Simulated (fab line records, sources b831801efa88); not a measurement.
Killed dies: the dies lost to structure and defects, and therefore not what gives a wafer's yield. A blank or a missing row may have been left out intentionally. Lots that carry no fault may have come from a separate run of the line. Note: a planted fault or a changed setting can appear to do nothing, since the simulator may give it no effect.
Chamber matching -- flow gf180mcu -- 4 sister chambers for GF_POLY_GATE_ETCH_12 on rie_diel-04
The step etches BARC in N2/H2. 14 wafers are shown with their chamber, then 7 later ones without.

WAFERS PAIRED WITH THEIR CHAMBERS
wafer,chamber,drypump_motor_current_A (A),throttle_valve_pct (%),oes_product_au (a.u.)
L942.1,2,5.2,13.217,0.735
L942.2,1,5.1,13.221,0.740
L942.3,0,6.4,13.228,0.732
L943.1,2,5.2,13.213,0.736
L943.5,0,6.4,13.222,0.737
L943.6,1,5.1,13.211,0.734
L944.2,1,5.0,13.227,0.734
L944.5,1,5.1,13.201,0.734
L944.6,3,5.4,13.213,0.736
L947.2,1,5.1,13.216,0.736
L947.3,2,5.2,13.211,0.728
L947.4,2,5.2,13.223,0.741
L951.1,1,5.1,13.221,0.731
L951.2,2,5.3,13.226,0.736

SIGNATURES (means of the wafers above)
reading,chamber 0,chamber 1,chamber 2,chamber 3,scatter within a chamber
drypump_motor_current_A,6.400,5.083,5.220,5.400,0.0404
throttle_valve_pct,13.22500,13.21617,13.21800,13.21300,0.00776
oes_product_au,0.73450,0.73483,0.73520,0.73600,0.0038
Rule: a wafer's distance from a chamber is the root of the sum, over the readings, of the square of ((its reading less the chamber's mean) divided by the reading's scatter). The wafer belongs to the nearest chamber; if the next one is less than 2 further off, it can't be placed. The scatter is the square root of a quotient: the sum, over the shown wafers, of each reading's squared deviation from its chamber's mean, divided by wafers minus chambers.

WAFERS WITH NO CHAMBER GIVEN
wafer,drypump_motor_current_A (A),throttle_valve_pct (%),oes_product_au (a.u.)
L951.4,6.4,13.202,0.737
L961.1,6.4,13.233,0.737
L961.4,6.4,13.211,0.739
L961.5,5.4,13.198,0.734
L962.1,6.4,13.203,0.729
L962.2,5.4,13.206,0.728
L962.6,5.1,13.223,0.735

CHAMBER TAKEN BY EACH
wafer,from the rows above,in truth
L951.4,0,0
L961.1,0,0
L961.4,0,0
L961.5,3,3
L962.1,0,0
L962.2,3,3
L962.6,1,1
Correct placement for 7 of the 7. Not placeable from these rows: 0. 0 placed wrongly.
